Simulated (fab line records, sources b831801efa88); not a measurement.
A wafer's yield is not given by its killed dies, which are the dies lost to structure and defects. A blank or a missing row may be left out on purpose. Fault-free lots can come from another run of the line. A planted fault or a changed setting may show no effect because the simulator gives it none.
fab line records | flow sky130
[record] lots = 7 wafers = 21 last_day = 50
route steps=708 shown LI_CONTACT@374 LOCAL_INTERCONNECT@387 PAD_OPEN@708
lots untouched by any fault: they come from a run of this same line in which no faults occurred
start_h: start of the lot's first displayed wafer, in hours after the record's first day | wait_h: hours from the lot's prior step to this one | " as in the row above | L1.1+2: one row covering several wafers at once | - value missing, or start not given | * or withheld: withheld | < > ~ a bound
route shown NAME@n: NAME is a module with steps in the file, n the number in the route of the first one | usual: mean/standard deviation of fault-free wafers | same: alike in all rows | chamber/n: place in a boat | sites: the reading at each site | _std_site: the standard deviation of these | _edge_site: inner sites' mean taken away from outer sites' mean | radius_mm: for every site, how far away it sits from the centre of the wafer | mask NAME#n: copy n | behind: the most recent tool/chamber to have shaped the wafer | hold: why the lot was held/for how many hours/how that ended | device: transistor that didn't switch, given as n, p or np | end of line: the route-end tests of the same wafers | for a step that has no rows: nothing shown but its recipe | killed: dies that structure and defects cost at the first sort, which is not the same as the wafer's yield | map: shows each die of a wafer: x if killed, . if not, _ if none is there
set.NAME: the setting as run; set.NAME@STEP: as run at that earlier step | model.NAME: the simulator's own value behind a step, which no gauge read
a table for each step, a row for each wafer; lots at some steps of the route
services: a tool's chamber out of use, with start hour (start_h, from the record's first day; less than 0 if before it), hours out, and reason
[[steps]]
[step SKY_LI_CONTACT_CD_MEAS_12]
[recipe] target_cd_nm = 170
[usual] cd_nm = 170.0/1.4
// columns lot.wafer tool chamber start_h wait_h cd_nm
L126.1 cd_sem-01 - 751.40 - 169.4
L126.3 " - " " 168.8
L126.6 " - " " 167.4
L127.4 cd_sem-01 - 753.43 - 171.9
L127.5 " - " " 170.0
L127.6 " - " " 173.0
L128.3 cd_sem-02 - 753.80 - 170.7
L128.5 " - " " 170.6
L128.6 " - " " 171.6
L134.1 cd_sem-01 - 765.86 - 169.0
L134.2 " - " " 169.6
L134.4 " - " " 168.3
L138.3 cd_sem-02 - 807.20 - 169.3
L138.4 " - " " 169.7
L138.6 " - " " 167.6
L141.3 cd_sem-02 - 833.60 - 171.8
L141.4 " - " " 170.1
L141.5 " - " " 171.3
L145.1 cd_sem-02 - 856.17 - 169.6
L145.3 " - " " 169.3
L145.5 " - " " 170.7
[step SKY_LI_CONTACT_OVL_MEAS_13]
[usual] LI_CONTACT_OVL = 3/5.5
// columns lot.wafer tool chamber start_h wait_h LI_CONTACT_OVL[nm]
L126.1 overlay-02 - 751.52 0.1 -2
L126.3 " - " " -6
L126.6 " - " " -2
L127.4 overlay-02 - 753.50 0.1 1
L127.5 " - " " -1
L127.6 " - " " 6
L128.3 overlay-02 - 753.90 0.1 -2
L128.5 " - " " 1
L128.6 " - " " -1
L134.1 overlay-02 - 766.01 0.1 3
L134.2 " - " " 8
L134.4 " - " " -1
L138.3 overlay-02 - 807.30 0.1 2
L138.4 " - " " 5
L138.6 " - " " 9
L141.3 overlay-01 - 833.70 0.1 0
L141.4 " - " " -1
L141.5 " - " " 0
L145.1 overlay-02 - 856.29 0.1 -1
L145.3 " - " " 4
L145.5 " - " " -3
[step SKY_LI_CONTACT_ETCH_14]
[recipe] chemistry = N2/H2 target = BARC ion_energy_ev = 200 source_w = 500 bias_w = 100 pressure_mtorr = 30 n2_flow_sccm = 100 h2_flow_sccm = 200 stop_on = SiO2 time_s = 45.9 target_depth_a = 600
[step SKY_LI_CONTACT_ETCH_15]
[recipe] target = PSG chemistry = C4F8/O2/Ar stop_on = Si taper_deg = 4.15 mask_material = KrF-thick source_w = 1500 bias_w = 1200 pressure_mtorr = 40 c4f8_flow_sccm = withheld O2_flow_sccm = 6 Ar_flow_sccm = 300 time_s = withheld target_depth_a = 6000
[step SKY_LI_CONTACT_STRIP_16]
[recipe] chemistry = O2/N2 power_w = 1400 pressure_mtorr = 1500 platen_temp_c = withheld o2_flow_sccm = 3000 n2_flow_sccm = 300 overash_fraction = 0.5
[usual] chamber_pressure_mTorr = 1499.9/1.4 drypump_motor_current_A = 5.93/0.28 oes_product_au = 0.375/0.0048 strip_time_to_endpoint_s = 3.48/0.036
// columns lot.wafer tool chamber start_h wait_h chamber_pressure_mTorr drypump_motor_current_A oes_product_au rf_hours_counter_h strip_time_to_endpoint_s
L126.1 plasma_asher-02 0 751.69 - 1499.6 5.61 0.374 1 3.40
L126.3 " 0 " " 1500.1 5.63 0.382 - 3.46
L126.6 " 0 " " 1500.1 5.63 0.370 - 3.47
L127.4 plasma_asher-04 1 753.68 - 1501.0 6.22 0.380 - 3.52
L127.5 " 1 " " 1501.3 6.20 0.376 - 3.50
L127.6 " 0 " " 1499.7 5.59 0.383 - 3.55
L128.3 plasma_asher-01 1 754.08 - 1500.3 6.31 0.375 - 3.49
L128.5 " 0 " " 1498.0 5.99 0.374 - 3.51
L128.6 " 1 " " 1499.9 6.31 0.370 - 3.51
L134.1 plasma_asher-02 1 766.17 - 1499.8 5.77 0.375 3 3.51
L134.2 " 0 " " 1500.5 5.63 0.373 3 3.54
L134.4 " 0 " " 1500.2 5.63 0.376 - 3.48
L138.3 plasma_asher-04 0 807.48 - 1499.7 5.57 0.378 - 3.48
L138.4 " 1 " " 1498.5 6.16 0.369 - 3.48
L138.6 " 1 " " 1500.6 6.16 0.375 - 3.45
L141.3 plasma_asher-01 0 833.88 - 1501.1 5.97 0.370 - 3.57
L141.4 " 1 " " 1497.7 6.29 0.370 - 3.46
L141.5 " 1 " " 1500.9 6.27 0.376 - 3.47
L145.1 plasma_asher-04 1 856.45 - 1500.9 6.19 0.378 43 3.52
L145.3 " 0 " " 1500.1 5.58 0.379 - 3.46
L145.5 " 0 " " 1498.2 5.59 0.367 - 3.43
[step SKY_LI_CONTACT_CLEAN_17]
[recipe] chemistry = NMP time_s = 600 temp_c = 60 dry = n2_spin
[step SKY_LI_CONTACT_PRE_CLEAN_18]
[recipe] gas = Ar time_s = 5.6 bias_v = 358
[step SKY_LI_CONTACT_SPUTTER_19]
[recipe] material = Ti target_thk_nm = 20 chamber_pressure_pa = 5 power_w = 2500 substrate_temp_c = 200 time_s = 106.37
[usual] throttle_valve_pct = 30.1/0.73
// columns lot.wafer tool chamber start_h wait_h throttle_valve_pct
L126.1 pvd_sputter-03 - 751.98 0.0 30.8
L126.3 " - " " 29.8
L126.6 " - " " 30.3
L127.4 pvd_sputter-03 - 753.94 0.0 30.7
L127.5 " - " " 30.8
L127.6 " - " " 29.8
L128.3 pvd_sputter-04 - 754.36 0.0 28.8
L128.5 " - " " 28.8
L128.6 " - " " 30.1
L134.1 pvd_sputter-03 - 766.46 0.0 30.0
L134.2 " - " " 30.5
L134.4 " - " " 29.3
L138.3 pvd_sputter-02 - 807.74 0.0 31.1
L138.4 " - " " 28.5
L138.6 " - " " 29.8
L141.3 pvd_sputter-03 - 834.16 0.0 29.5
L141.4 " - " " 29.7
L141.5 " - " " 31.0
L145.1 pvd_sputter-03 - 856.75 0.0 29.5
L145.3 " - " " 29.6
L145.5 " - " " 29.5
[step SKY_LI_CONTACT_SPUTTER_20]
[recipe] material = TiN target_thk_nm = 20 chamber_pressure_pa = 5 power_w = 4000 time_s = 80
[usual] throttle_valve_pct = 30.1/0.73
// columns lot.wafer tool chamber start_h wait_h throttle_valve_pct
L126.1 pvd_sputter-03 - 752.06 0.0 30.6
L126.3 " - " " 30.0
L126.6 " - " " 30.4
L127.4 pvd_sputter-03 - 754.02 0.0 30.7
L127.5 " - " " 31.0
L127.6 " - " " 30.1
L128.3 pvd_sputter-04 - 754.43 0.0 28.9
L128.5 " - " " 28.7
L128.6 " - " " 30.2
L134.1 pvd_sputter-03 - 766.54 0.0 30.3
L134.2 " - " " 30.5
L134.4 " - " " 29.3
L138.3 pvd_sputter-02 - 807.82 0.0 31.1
L138.4 " - " " 28.7
L138.6 " - " " 29.8
L141.3 pvd_sputter-03 - 834.24 0.0 29.3
L141.4 " - " " 29.8
L141.5 " - " " 30.8
L145.1 pvd_sputter-03 - 856.82 0.0 29.2
L145.3 " - " " 29.7
L145.5 " - " " 29.2
[step SKY_LI_CONTACT_CVD_21]
[recipe] material = W target_thk_nm = 400 time_s = 120.56 temp_c = 400 pressure_torr = 40
[usual] heater_power_w = 856/55
// columns lot.wafer tool chamber start_h wait_h heater_power_w
L126.1 cvd_w-02 1 752.12 0.0 893
L126.3 " 1 " " 880
L126.6 " 1 " " 901
L127.4 cvd_w-02 1 754.12 0.1 888
L127.5 " 1 " " 886
L127.6 " 0 " " 913
L128.3 cvd_w-02 0 754.54 0.1 922
L128.5 " 0 " " 924
L128.6 " 1 " " 871
L134.1 cvd_w-02 1 766.60 0.0 892
L134.2 " 0 " " 921
L134.4 " 1 " " 891
L138.3 cvd_w-02 0 807.92 0.1 907
L138.4 " 1 " " 895
L138.6 " 1 " " 884
L141.3 cvd_w-01 1 834.34 0.1 811
L141.4 " 0 " " 775
L141.5 " 0 " " 765
L145.1 cvd_w-02 0 856.88 0.0 934
L145.3 " 0 " " 916
L145.5 " 0 " " 891
[step SKY_LI_CONTACT_RS_MEAS_22]
[recipe] thk_meas_gauge = four-point-probe reads = W_of_LI_CONTACT_CVD_21+TiN_of_LI_CONTACT_SPUTTER_20+Ti_of_LI_CONTACT_SPUTTER_19
[usual] LI_CONTACT_W_RS = 0.284/0.0039
// columns lot.wafer tool chamber start_h wait_h LI_CONTACT_W_RS[ohm/sq]
L126.1 film_metro-02 - 752.24 0.1 0.291
L126.3 " - " " 0.287
L126.6 " - " " 0.289
L127.4 film_metro-02 - 754.27 0.1 0.292
L127.5 " - " " 0.290
L127.6 " - " " 0.285
L128.3 film_metro-03 - 754.66 0.1 0.284
L128.5 " - " " 0.283
L128.6 " - " " 0.290
L134.1 film_metro-04 - 766.73 0.1 0.289
L134.2 " - " " 0.283
L134.4 " - " " 0.287
L138.3 film_metro-03 - 808.04 0.1 0.282
L138.4 " - " " 0.290
L138.6 " - " " 0.290
L141.3 film_metro-04 - 834.47 0.1 0.278
L141.4 " - " " 0.278
L141.5 " - " " 0.277
L145.1 film_metro-04 - 857.01 0.1 0.281
L145.3 " - " " 0.285
L145.5 " - " " 0.284
[step SKY_LI_CONTACT_THK_MEAS_23]
[recipe] thk_meas_gauge = xrf reads = W_of_LI_CONTACT_CVD_21
[usual] LI_CONTACT_W_THK = 404/5.9
// columns lot.wafer tool chamber start_h wait_h LI_CONTACT_W_THK[nm]
L126.1 film_metro-02 - 752.36 0.1 393
L126.3 " - " " 399
L126.6 " - " " 398
L127.4 film_metro-02 - 754.36 0.1 394
L127.5 " - " " 395
L127.6 " - " " 403
L128.3 film_metro-03 - 754.76 0.1 401
L128.5 " - " " 405
L128.6 " - " " 395
L134.1 film_metro-04 - 766.85 0.1 395
L134.2 " - " " 404
L134.4 " - " " 396
L138.3 film_metro-03 - 808.14 0.1 409
L138.4 " - " " 395
L138.6 " - " " 395
L141.3 film_metro-04 - 834.57 0.1 409
L141.4 " - " " 408
L141.5 " - " " 407
L145.1 film_metro-04 - 857.13 0.1 409
L145.3 " - " " 403
L145.5 " - " " 405
[step SKY_LI_CONTACT_CMP_24]
[recipe] stop_on = PSG t_overpolish_s = 20 down_force_psi = 3.5 platen_rpm = 60 target_thk_nm = 0 pad_velocity_m_s = 0.94248
[usual] motor_current_A = 11.3/1.3 overpolish_run_s = 20.001/0.0092 platen_rpm = 60.00/0.045 time_to_endpoint_s = 96/3.9
// columns lot.wafer tool chamber start_h wait_h motor_current_A overpolish_run_s platen_rpm time_to_endpoint_s
L126.3 cmp-01 1 752.42 0.0 11.8 20.004 66.07 85
L126.1 " 3 " " 14.4 20.007 65.99 90
L126.6 " 1 " " 11.5 20.006 66.05 83
L127.4 cmp-01 1 754.44 0.1 11.3 19.981 66.04 87
L127.5 " 0 " " 10.2 19.998 66.08 85
L127.6 " 1 " " 10.9 20.020 66.00 88
L128.3 cmp-01 2 754.85 0.1 11.7 19.982 65.94 86
L128.5 " 1 " " 11.0 19.995 65.94 85
L128.6 " 2 " " 11.4 20.006 66.02 81
L134.4 cmp-02 2 766.91 0.0 10.3 19.996 60.04 95
L134.1 " 3 " " 9.7 19.999 59.98 93
L134.2 " 1 " " 9.4 20.002 59.97 101
L138.4 cmp-02 1 808.18 0.0 9.5 19.993 60.01 98
L138.3 " 2 " " 10.2 20.005 60.05 98
L138.6 " 2 " " 10.7 19.979 59.94 93
L141.4 cmp-01 3 834.66 0.1 13.6 19.998 60.06 93
L141.3 " 0 " " 10.4 20.019 59.98 91
L141.5 " 2 " " 12.0 19.993 59.96 88
L145.1 cmp-02 2 857.24 0.1 10.7 20.001 59.94 99
L145.3 " 0 " " 11.0 19.994 59.99 102
L145.5 " 1 " " 9.1 20.008 60.02 103
[step SKY_LOCAL_INTERCONNECT_SPUTTER_00]
[recipe] material = TiN target_thk_nm = 100 temp_c = 300 power_w = 6310 time_s = 83.3 chamber_pressure_pa = 0.4
[usual] throttle_valve_pct = 30.2/1
// columns lot.wafer tool chamber start_h wait_h throttle_valve_pct
L126.1 pvd_sputter-04 - 752.72 0.1 28.6
L126.3 " - " " 30.2
L126.6 " - " " 30.0
L127.4 pvd_sputter-01 - 754.69 0.2 31.5
L127.5 " - " " 31.0
L127.6 " - " " 29.1
L128.3 pvd_sputter-04 - 755.10 0.2 28.9
L128.5 " - " " 28.8
L128.6 " - " " 30.3
L134.1 pvd_sputter-04 - 767.21 0.2 31.1
L134.2 " - " " 28.9
L134.4 " - " " 31.1
L138.3 pvd_sputter-04 - 808.48 0.2 28.9
L138.4 " - " " 30.4
L138.6 " - " " 30.9
L141.3 pvd_sputter-04 - 834.91 0.1 31.0
L141.4 " - " " 30.0
L141.5 " - " " 29.9
L145.1 pvd_sputter-02 - 857.49 0.2 28.9
L145.3 " - " " 29.4
L145.5 " - " " 28.8
[step SKY_PAD_OPEN_PROBE_99]
[usual] killed_at_M0_to_M3 = 43/7.5 killed_at_M4_up = 3.0/1.6 killed_at_contacts = 23/5.8 killed_at_front_end = 14/4.8 killed_at_other = 0.3/0.52 killed_dies = 84/9.1 killed_open = 47/7.2 killed_short = 37/5.8
[same] gross_dies = 492 killed_at_back_side = 0
// columns lot.wafer tool chamber start_h wait_h killed_at_M0_to_M3 killed_at_M4_up killed_at_contacts killed_at_front_end killed_at_other killed_dies killed_open killed_short
L126.1 prober-02 - 1134.47 0.1 41 3 26 14 2 86 53 33
L126.3 prober-02 - 1134.57 0.2 33 1 28 14 0 76 44 32
L126.6 prober-02 - 1134.72 0.2 34 1 36 20 0 91 59 32
L127.4 prober-01 - 1136.12 0.2 45 0 19 21 0 85 46 39
L127.5 prober-01 - 1136.17 0.2 39 3 31 17 1 91 52 39
L127.6 prober-01 - 1136.22 0.2 51 4 21 19 0 95 55 40
L128.3 prober-01 - 1137.57 0.2 40 3 24 27 0 94 52 42
L128.5 prober-01 - 1137.67 0.2 41 2 17 17 1 78 47 31
L128.6 prober-01 - 1137.72 0.2 43 5 17 20 1 86 42 44
L134.1 prober-02 - 1145.13 0.1 46 1 23 11 0 81 44 37
L134.2 prober-02 - 1145.18 0.1 28 4 18 18 0 68 32 36
L134.4 prober-02 - 1145.28 0.2 38 5 11 14 0 68 33 35
L138.3 prober-02 - 1171.68 0.2 49 4 12 15 0 80 37 43
L138.4 prober-02 - 1171.73 0.2 53 1 20 23 0 97 55 42
L138.6 prober-02 - 1171.83 0.2 34 4 19 11 0 68 39 29
L141.3 prober-01 - 1184.08 0.2 64 2 15 10 0 91 51 40
L141.4 prober-01 - 1184.13 0.2 47 3 20 15 0 85 49 36
L141.5 prober-01 - 1184.18 0.2 51 1 13 12 0 77 50 27
L145.1 prober-01 - 1199.49 0.1 37 1 33 19 0 90 54 36
L145.3 prober-01 - 1199.59 0.2 33 2 39 20 1 95 47 48
L145.5 prober-01 - 1199.69 0.2 47 4 38 15 0 104 60 44
// killed by level:class
L126.1 CONTACT:geometric_particle:open=14 METAL1:geometric_particle:short=10 VIA1:geometric_particle:open=8 VIA2:geometric_particle:open=6 VIA3:geometric_particle:open=5 CONTACT:geometric_particle:short=4 FIELD_ISO:geometric_particle:open=3 POLY_GATE:geometric_particle:short=3
L126.3 LI_CONTACT:geometric_particle:open=12 VIA1:geometric_particle:open=6 LOCAL_INTERCONNECT:geometric_particle:short=5 METAL1:geometric_particle:short=5 VIA3:geometric_particle:open=5 FIELD_ISO:geometric_particle:open=4 VIA2:geometric_particle:open=4 CONTACT:geometric_particle:open=4
L126.6 CONTACT:geometric_particle:open=13 LI_CONTACT:geometric_particle:open=11 VIA1:geometric_particle:open=8 CONTACT:geometric_particle:short=7 VIA2:geometric_particle:open=6 VIA3:geometric_particle:open=5 FIELD_ISO:geometric_particle:short=4 FIELD_ISO:geometric_particle:open=4
L127.4 METAL1:geometric_particle:short=9 CONTACT:geometric_particle:open=8 VIA1:geometric_particle:open=8 VIA2:geometric_particle:open=6 POLY_GATE:geometric_particle:open=6 VIA3:geometric_particle:open=6 FIELD_ISO:geometric_particle:short=5 POLY_GATE:geometric_particle:short=5
L127.5 CONTACT:geometric_particle:open=10 VIA1:geometric_particle:open=10 LOCAL_INTERCONNECT:geometric_particle:short=7 VIA3:geometric_particle:open=7 POLY_GATE:geometric_particle:open=6 FIELD_ISO:geometric_particle:short=5 LI_CONTACT:geometric_particle:short=5 LI_CONTACT:geometric_particle:open=4
L127.6 VIA3:geometric_particle:open=13 CONTACT:geometric_particle:open=12 METAL2:geometric_particle:short=8 FIELD_ISO:geometric_particle:open=7 METAL1:geometric_particle:short=6 VIA1:geometric_particle:short=6 VIA2:geometric_particle:open=6 LI_CONTACT:geometric_particle:open=5
L128.3 VIA1:geometric_particle:open=9 POLY_GATE:geometric_particle:open=8 FIELD_ISO:geometric_particle:open=7 LI_CONTACT:geometric_particle:open=6 CONTACT:geometric_particle:open=6 CONTACT:geometric_particle:short=5 VIA1:geometric_particle:short=5 POLY_GATE:geometric_particle:short=4
L128.5 VIA1:geometric_particle:open=13 VIA3:geometric_particle:open=8 CONTACT:geometric_particle:open=6 LI_CONTACT:geometric_particle:open=6 METAL2:geometric_particle:short=6 FIELD_ISO:geometric_particle:short=5 POLY_GATE:geometric_particle:open=5 VIA2:geometric_particle:open=5
L128.6 FIELD_ISO:geometric_particle:short=9 VIA1:geometric_particle:open=9 VIA2:geometric_particle:open=8 VIA3:geometric_particle:open=7 CONTACT:geometric_particle:open=6 METAL1:geometric_particle:short=6 LI_CONTACT:geometric_particle:open=5 METAL4:geometric_particle:short=5
L134.1 CONTACT:geometric_particle:open=9 VIA1:geometric_particle:open=8 CONTACT:geometric_particle:short=7 VIA3:geometric_particle:open=7 VIA2:geometric_particle:open=6 LI_CONTACT:geometric_particle:open=4 METAL1:geometric_particle:short=4 VIA1:geometric_particle:short=4
L134.2 CONTACT:geometric_particle:open=11 METAL1:geometric_particle:short=6 SPACER:geometric_particle:short=4 CONTACT:geometric_particle:short=4 VIA1:geometric_particle:short=4 FIELD_ISO:geometric_particle:short=3 FIELD_ISO:geometric_particle:open=3 VIA3:geometric_particle:open=3
L134.4 VIA1:geometric_particle:open=9 VIA3:geometric_particle:open=6 FIELD_ISO:geometric_particle:short=5 METAL2:geometric_particle:short=5 POLY_GATE:geometric_particle:short=4 VIA2:geometric_particle:open=4 LI_CONTACT:geometric_particle:open=3 LOCAL_INTERCONNECT:geometric_particle:short=3
L138.3 VIA1:geometric_particle:short=14 VIA1:geometric_particle:open=10 FIELD_ISO:geometric_particle:open=5 METAL1:geometric_particle:short=5 VIA2:geometric_particle:open=5 CONTACT:geometric_particle:open=5 FIELD_ISO:geometric_particle:short=4 VIA3:geometric_particle:open=4
L138.4 VIA1:geometric_particle:open=14 FIELD_ISO:geometric_particle:short=9 FIELD_ISO:geometric_particle:open=8 VIA3:geometric_particle:open=8 VIA1:geometric_particle:short=7 CONTACT:geometric_particle:open=6 METAL2:geometric_particle:short=5 LI_CONTACT:geometric_particle:open=5
L138.6 VIA1:geometric_particle:open=8 METAL1:geometric_particle:short=7 CONTACT:geometric_particle:open=6 LI_CONTACT:geometric_particle:open=6 VIA2:geometric_particle:open=5 CONTACT:geometric_particle:short=3 VIA3:geometric_particle:open=3 FIELD_ISO:geometric_particle:open=2
L141.3 VIA1:geometric_particle:open=12 VIA2:geometric_particle:open=11 METAL1:geometric_particle:short=10 LI_CONTACT:geometric_particle:open=7 METAL2:geometric_particle:short=7 CONTACT:geometric_particle:open=6 VIA1:geometric_particle:short=6 VIA2:geometric_particle:short=6
L141.4 VIA2:geometric_particle:open=10 VIA1:geometric_particle:open=9 CONTACT:geometric_particle:open=9 VIA3:geometric_particle:open=6 FIELD_ISO:geometric_particle:short=5 VIA2:geometric_particle:short=5 CONTACT:geometric_particle:short=5 FIELD_ISO:geometric_particle:open=4
L141.5 VIA1:geometric_particle:open=16 CONTACT:geometric_particle:open=7 VIA3:geometric_particle:open=7 LI_CONTACT:geometric_particle:open=5 VIA1:geometric_particle:short=5 METAL3:geometric_particle:short=4 METAL1:geometric_particle:short=4 VIA2:geometric_particle:open=4
L145.1 CONTACT:geometric_particle:open=12 VIA1:geometric_particle:open=11 LI_CONTACT:geometric_particle:open=10 CONTACT:geometric_particle:short=8 VIA3:geometric_particle:open=5 FIELD_ISO:geometric_particle:short=4 POLY_GATE:geometric_particle:open=4 SPACER:geometric_particle:short=4
L145.3 CONTACT:geometric_particle:open=12 CONTACT:geometric_particle:short=10 LI_CONTACT:geometric_particle:open=9 VIA1:geometric_particle:open=9 FIELD_ISO:geometric_particle:open=5 POLY_GATE:geometric_particle:open=5 METAL1:geometric_particle:short=5 FIELD_ISO:geometric_particle:short=4
L145.5 CONTACT:geometric_particle:open=17 VIA1:geometric_particle:open=12 LI_CONTACT:geometric_particle:open=11 METAL2:geometric_particle:short=7 METAL1:geometric_particle:short=5 VIA2:geometric_particle:open=5 FIELD_ISO:geometric_particle:open=4 FIELD_ISO:geometric_particle:short=4
[[services]]
// columns tool chamber start_h hours kind
plasma_asher-02 - 733.75 9.0 pm
plasma_asher-02 0 733.75 9.0 vent_cycle
plasma_asher-02 1 733.75 9.0 vent_cycle
cmp-02 - 734.89 7.8 pm
pvd_sputter-01 - 739.91 3.9 repair
cmp-02 - 742.56 0.8 repair
plasma_asher-02 0 742.75 - clean
plasma_asher-02 1 742.75 - clean
cmp-01 - 744.00 4.0 pm
cmp-01 - 748.00 - consumable_replace:conditioner
cmp-01 - 748.00 - consumable_replace:pad
plasma_asher-04 - 756.55 2.8 pm
cvd_w-02 - 781.49 1.1 repair
cmp-01 - 794.82 0.5 repair
plasma_asher-02 - 796.97 2.8 pm
cmp-02 - 804.24 2.3 repair
cmp-02 - 810.55 5.2 pm
pvd_sputter-01 - 813.67 4.6 repair
plasma_asher-02 - 841.54 9.4 repair
[[key]]
[first_sign] step = SKY_LI_CONTACT_CMP_24 reading = platen_rpm direction = up sigmas = 99+ usual = 60.00 struck = 66.02
[effect] step = SKY_LI_CONTACT_CMP_24 reading = time_to_endpoint_s direction = down sigmas = 2.7 usual = * struck = *
met_at SKY_LI_CONTACT_CMP_24
struck_wafers L126.1,L126.3,L126.6,L127.4,L127.5,L127.6,L128.3,L128.5,L128.6
tester_left_out L126,L127,L128
[fault] kind = process_parameter_drift tool = cmp-01 chamber = - onset_h = 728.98 steps = SKY_LI_CONTACT_CMP_24 channel = platen_rpm offset = 6 shape = step end_h = 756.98 acts_in = these_recipes_only stated = 60
// tester_left_out: of these lots the tester's yield and bins aren't shown, on N5 and GAA mostly nor the transistor test; their killed dies are dies lost to structure and defects alone, not to doping, threshold or leakage, so they don't give the yield
